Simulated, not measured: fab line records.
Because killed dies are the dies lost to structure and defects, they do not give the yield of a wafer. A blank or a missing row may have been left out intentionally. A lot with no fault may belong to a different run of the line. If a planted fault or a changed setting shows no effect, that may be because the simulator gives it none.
Which tool was responsible? -- flow sky130 -- at 1 step of a route of 708, 7 lots with 21 wafers sampled

== WHAT EACH GAUGE READ, for each wafer ==
SKY_LI_CONTACT_OVL_MEAS_13.
lot,measured,on,LI_CONTACT_OVL (nm)
L839,day 29 09:13,overlay-01,8 6 1
L841,day 30 12:50,overlay-02,5 11 8
L843,day 31 04:52,overlay-02,9 2 6
L845,day 31 13:43,overlay-02,2 1 9
L849,day 33 05:34,overlay-01,7 -3 -4
L859,day 35 23:52,overlay-02,9 10 5
L861,day 36 17:28,overlay-02,-5 -9 -4

== TOOL THAT RAN EACH LOT (tool first, then ch and the chambers of the sampled wafers, then the start) ==
The record shows no process step preceding these readings.

== THE ANSWER, worked out from the rows above alone ==
Rule: what is usual is taken from the lots themselves. The widest of any qualifying gaps counts: lots, ordered by their means at a reading, are off when they make up no more than a third of the lots, leave a main group of 4 or more, and stand apart from it by 3 or more times the standard deviation of that group's means. A main group is skipped when, at the precision printed for the reading in the tables above, its means are all equal. A lot without any number at a reading at which 4 lots or more have one is off too. Any other lot the step has rows for is counted as sound.
No lot is off at any reading shown: from this, nothing can be told.

== WHAT HAD BEEN PUT IN BY THE SIMULATOR ==
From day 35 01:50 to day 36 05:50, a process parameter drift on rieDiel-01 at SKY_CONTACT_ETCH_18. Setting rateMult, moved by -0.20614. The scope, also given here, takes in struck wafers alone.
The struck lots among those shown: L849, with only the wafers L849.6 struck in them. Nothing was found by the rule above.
